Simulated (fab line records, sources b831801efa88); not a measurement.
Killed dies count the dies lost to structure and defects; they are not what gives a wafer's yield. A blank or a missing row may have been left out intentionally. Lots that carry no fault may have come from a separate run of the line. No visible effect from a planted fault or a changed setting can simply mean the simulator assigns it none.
Which tool was responsible? :: flow gf180mcu :: Sampling: 11 lots, 33 wafers, 5 of 602 route steps

## WHAT EACH GAUGE READ, for each wafer
GF_LVPWELL_OVL_MEAS_07.
lot: L371
measured: day 4 05:13
on: overlay-01
LVPWELL_OVL (nm): -0.1 -2.7 -1.7

lot: L372
measured: day 4 12:34
on: overlay-02
LVPWELL_OVL (nm): -1.6 -2.5 -1.8

lot: L373
measured: day 4 12:49
on: overlay-02
LVPWELL_OVL (nm): 0.0 -0.4 -0.3

lot: L375
measured: day 5 04:52
on: overlay-01
LVPWELL_OVL (nm): 1.5 0.2 0.7

lot: L377
measured: day 5 13:46
on: overlay-01
LVPWELL_OVL (nm): -0.5 0.4 0.0

lot: L379
measured: day 5 23:47
on: overlay-02
LVPWELL_OVL (nm): -4.3 -0.7 -4.0

lot: L389
measured: day 8 06:46
on: overlay-01
LVPWELL_OVL (nm): 1.2 0.1 0.2

lot: L390
measured: day 8 11:58
on: overlay-02
LVPWELL_OVL (nm): -0.9 -0.6 0.7

lot: L391
measured: day 8 15:55
on: overlay-01
LVPWELL_OVL (nm): -1.2 -1.4 1.5

lot: L392
measured: day 8 22:19
on: overlay-02
LVPWELL_OVL (nm): -3.0 0.0 -2.1

lot: L393
measured: day 9 10:49
on: overlay-01
LVPWELL_OVL (nm): -0.5 0.1 2.3

GF_POLY_GATE_THK_MEAS_01.
lot: L371
measured: day 8 18:32
on: film metro-01
POLY_GATE_CVD_00_THK (nm): 196.5 196.8 198.4

lot: L372
measured: day 9 02:44
on: film metro-01
POLY_GATE_CVD_00_THK (nm): 203.2 202.7 202.2

lot: L373
measured: day 9 05:21
on: film metro-03
POLY_GATE_CVD_00_THK (nm): 199.7 199.6 199.0

lot: L375
measured: day 10 02:30
on: film metro-03
POLY_GATE_CVD_00_THK (nm): 195.8 196.8 197.1

lot: L377
measured: day 10 11:31
on: film metro-02
POLY_GATE_CVD_00_THK (nm): 160.3 161.5 161.1

lot: L379
measured: day 11 01:54
on: film metro-02
POLY_GATE_CVD_00_THK (nm): 165.6 165.7 165.8

lot: L389
measured: day 13 17:52
on: film metro-02
POLY_GATE_CVD_00_THK (nm): 199.6 199.0 198.3

lot: L390
measured: day 13 22:53
on: film metro-03
POLY_GATE_CVD_00_THK (nm): 200.5 200.3 201.1

lot: L391
measured: day 14 07:25
on: film metro-02
POLY_GATE_CVD_00_THK (nm): 201.9 203.2 202.7

lot: L392
measured: day 14 14:59
on: film metro-03
POLY_GATE_CVD_00_THK (nm): 200.0 201.7 200.8

lot: L393
measured: day 15 06:49
on: film metro-02
POLY_GATE_CVD_00_THK (nm): 201.0 199.1 202.4

GF_POLY_GATE_CD_MEAS_10 targets a cd of 280 nm.
lot: L371
measured: day 9 11:04
on: cd sem-02
cd nm (nm): 281.2 280.9 280.5

lot: L372
measured: day 9 19:05
on: cd sem-01
cd nm (nm): 279.8 281.2 281.2

lot: L373
measured: day 9 22:25
on: cd sem-01
cd nm (nm): 279.3 278.5 278.2

lot: L375
measured: day 10 19:39
on: cd sem-01
cd nm (nm): 279.2 279.8 280.3

lot: L377
measured: day 11 05:25
on: cd sem-02
cd nm (nm): 279.4 277.7 278.1

lot: L379
measured: day 11 20:07
on: cd sem-02
cd nm (nm): 278.8 279.0 278.7

lot: L389
measured: day 14 14:38
on: cd sem-02
cd nm (nm): 282.4 281.9 283.3

lot: L390
measured: day 14 19:47
on: cd sem-02
cd nm (nm): 280.4 279.4 280.0

lot: L391
measured: day 15 04:58
on: cd sem-01
cd nm (nm): 282.9 281.9 282.8

lot: L392
measured: day 15 13:01
on: cd sem-02
cd nm (nm): 279.5 279.6 280.6

lot: L393
measured: day 16 03:53
on: cd sem-02
cd nm (nm): 280.1 281.1 279.4

## TOOL THAT RAN EACH LOT (tool first, then ch and the chambers of the sampled wafers, then the start)
lot: L371
GF_LVPWELL_STRIP_10: plasma asher-03 ch 0,1, day 4 05:33
GF_POLY_GATE_CVD_00: lpcvd-02 ch 0, day 8 17:13

lot: L372
GF_LVPWELL_STRIP_10: plasma asher-01 ch 0,1, day 4 12:54
GF_POLY_GATE_CVD_00: lpcvd-01 ch 0, day 9 01:23

lot: L373
GF_LVPWELL_STRIP_10: plasma asher-04 ch 0,1, day 4 13:09
GF_POLY_GATE_CVD_00: lpcvd-02 ch 0, day 9 04:01

lot: L375
GF_LVPWELL_STRIP_10: plasma asher-03 ch 0,1, day 5 05:14
GF_POLY_GATE_CVD_00: lpcvd-01 ch 1, day 10 01:09

lot: L377
GF_LVPWELL_STRIP_10: plasma asher-04 ch 1, day 5 14:06
GF_POLY_GATE_CVD_00: lpcvd-01 ch 0, day 10 10:11

lot: L379
GF_LVPWELL_STRIP_10: plasma asher-04 ch 0,1, day 6 00:08
GF_POLY_GATE_CVD_00: lpcvd-01 ch 1, day 11 00:32

lot: L389
GF_LVPWELL_STRIP_10: plasma asher-04 ch 1, day 8 07:05
GF_POLY_GATE_CVD_00: lpcvd-01 ch 0, day 13 16:31

lot: L390
GF_LVPWELL_STRIP_10: plasma asher-04 ch 0,1, day 8 12:17
GF_POLY_GATE_CVD_00: lpcvd-01 ch 0, day 13 21:32

lot: L391
GF_LVPWELL_STRIP_10: plasma asher-04 ch 0,1, day 8 16:15
GF_POLY_GATE_CVD_00: lpcvd-01 ch 0, day 14 06:04

lot: L392
GF_LVPWELL_STRIP_10: plasma asher-01 ch 0,1, day 8 22:38
GF_POLY_GATE_CVD_00: lpcvd-01 ch 0, day 14 13:40

lot: L393
GF_LVPWELL_STRIP_10: plasma asher-01 ch 0,1, day 9 11:08
GF_POLY_GATE_CVD_00: lpcvd-01 ch 1, day 15 05:29
- GF_LVPWELL_STRIP_10: strips in O2/N2.
- GF_POLY_GATE_CVD_00: deposits poly-Si, target thk 200 nm, time 1200 s.

## WHAT THE TOOLS THEMSELVES READ (means of the sampled wafers that have a number; where no wafer has one, the mark that the record gives instead)
GF_LVPWELL_STRIP_10.
lot: L371
tool: plasma asher-03
drypump motor current A (A): 6.2
heater power w (W): 330
oes product au (a.u.): 0.728
strip time to endpoint s (s): 36.90

lot: L372
tool: plasma asher-01
drypump motor current A (A): 5.6
heater power w (W): 347
oes product au (a.u.): 0.725
strip time to endpoint s (s): 36.76

lot: L373
tool: plasma asher-04
drypump motor current A (A): 5.8
heater power w (W): 338
oes product au (a.u.): 0.723
strip time to endpoint s (s): 36.90

lot: L375
tool: plasma asher-03
drypump motor current A (A): 6.2
heater power w (W): 326
oes product au (a.u.): 0.727
strip time to endpoint s (s): 36.94

lot: L377
tool: plasma asher-04
drypump motor current A (A): 6.2
heater power w (W): 394
oes product au (a.u.): 0.721
strip time to endpoint s (s): 36.97

lot: L379
tool: plasma asher-04
drypump motor current A (A): 5.7
heater power w (W): 338
oes product au (a.u.): 0.722
strip time to endpoint s (s): 36.82

lot: L389
tool: plasma asher-04
drypump motor current A (A): 6.3
heater power w (W): 386
oes product au (a.u.): 0.725
strip time to endpoint s (s): 36.76

lot: L390
tool: plasma asher-04
drypump motor current A (A): 6.0
heater power w (W): 362
oes product au (a.u.): 0.723
strip time to endpoint s (s): 36.94

lot: L391
tool: plasma asher-04
drypump motor current A (A): 6.0
heater power w (W): 362
oes product au (a.u.): 0.721
strip time to endpoint s (s): 37.00

lot: L392
tool: plasma asher-01
drypump motor current A (A): 5.6
heater power w (W): 347
oes product au (a.u.): 0.727
strip time to endpoint s (s): 37.12

lot: L393
tool: plasma asher-01
drypump motor current A (A): 5.8
heater power w (W): 327
oes product au (a.u.): 0.724
strip time to endpoint s (s): 37.00

GF_POLY_GATE_CVD_00.
lot: L371
tool: lpcvd-02
spike tc bottom C (C): 634.5
spike tc centre C (C): 619.8
spike tc lower C (C): 620.4
spike tc top C (C): 637.9
spike tc upper C (C): 620.8
susceptor temp C (C): 619.65

lot: L372
tool: lpcvd-01
spike tc bottom C (C): 638.1
spike tc centre C (C): 619.9
spike tc lower C (C): 618.7
spike tc top C (C): 638.5
spike tc upper C (C): 619.3
susceptor temp C (C): 619.98

lot: L373
tool: lpcvd-02
spike tc bottom C (C): 634.5
spike tc centre C (C): 619.5
spike tc lower C (C): 620.5
spike tc top C (C): 638.2
spike tc upper C (C): 621.0
susceptor temp C (C): 620.27

lot: L375
tool: lpcvd-01
spike tc bottom C (C): 638.3
spike tc centre C (C): 622.4
spike tc lower C (C): 620.3
spike tc top C (C): 637.1
spike tc upper C (C): 619.0
susceptor temp C (C): 620.36

lot: L377
tool: lpcvd-01
spike tc bottom C (C): 629.4
spike tc centre C (C): 611.5
spike tc lower C (C): 609.4
spike tc top C (C): 629.8
spike tc upper C (C): 610.2
susceptor temp C (C): 611.57

lot: L379
tool: lpcvd-01
spike tc bottom C (C): 629.9
spike tc centre C (C): 614.2
spike tc lower C (C): 610.5
spike tc top C (C): 629.3
spike tc upper C (C): 611.1
susceptor temp C (C): 611.25

lot: L389
tool: lpcvd-01
spike tc bottom C (C): 638.1
spike tc centre C (C): 620.7
spike tc lower C (C): 618.4
spike tc top C (C): 639.0
spike tc upper C (C): 618.3
susceptor temp C (C): 619.99

lot: L390
tool: lpcvd-01
spike tc bottom C (C): 638.5
spike tc centre C (C): 620.5
spike tc lower C (C): 617.8
spike tc top C (C): 639.1
spike tc upper C (C): 618.2
susceptor temp C (C): 620.01

lot: L391
tool: lpcvd-01
spike tc bottom C (C): 637.8
spike tc centre C (C): 619.6
spike tc lower C (C): 619.3
spike tc top C (C): 638.4
spike tc upper C (C): 618.5
susceptor temp C (C): 620.13

lot: L392
tool: lpcvd-01
spike tc bottom C (C): 638.2
spike tc centre C (C): 621.5
spike tc lower C (C): 619.8
spike tc top C (C): 638.1
spike tc upper C (C): 618.0
susceptor temp C (C): 619.95

lot: L393
tool: lpcvd-01
spike tc bottom C (C): 638.3
spike tc centre C (C): 623.5
spike tc lower C (C): 619.7
spike tc top C (C): 636.2
spike tc upper C (C): 620.2
susceptor temp C (C): 620.16

## THE ANSWER, worked out from the rows above alone
Rule: the usual values come from the lots themselves. The widest of any qualifying gaps counts: lots, ordered by their means at a reading, are off when they make up no more than a third of the lots, leave a main group of 4 or more, and stand apart from it by 3 or more times the standard deviation of that group's means. A main group is skipped when, at the precision printed for the reading in the tables above, its means are all equal. A lot without any number at a reading at which 4 lots or more have one is off too. Where the step has rows for the other lots, those lots are counted as sound. The gauges are gone through in route order, then the tools' own readings, and for those a lot's mean is taken as printed above. The first step at which some lot is off is used, and at that step the reading that is off furthest; a lot without a number counts as furthest.
Off: L377, L379, at GF_POLY_GATE_THK_MEAS_01 (POLY_GATE_CVD_00_THK). The main group has a mean of 200.0 nm with a standard deviation of 2.
A tool fits if, at a process step before that reading, it ran every lot that is off, and no sound lot after the first of them. Not tried: the gauges at GF_POLY_GATE_THK_MEAS_01; whatever is off there is also off at GF_POLY_GATE_CVD_00, on other tools, and gauge error can't account for it. No candidate that was tried fits.

## WHAT THE SIMULATOR PUT IN
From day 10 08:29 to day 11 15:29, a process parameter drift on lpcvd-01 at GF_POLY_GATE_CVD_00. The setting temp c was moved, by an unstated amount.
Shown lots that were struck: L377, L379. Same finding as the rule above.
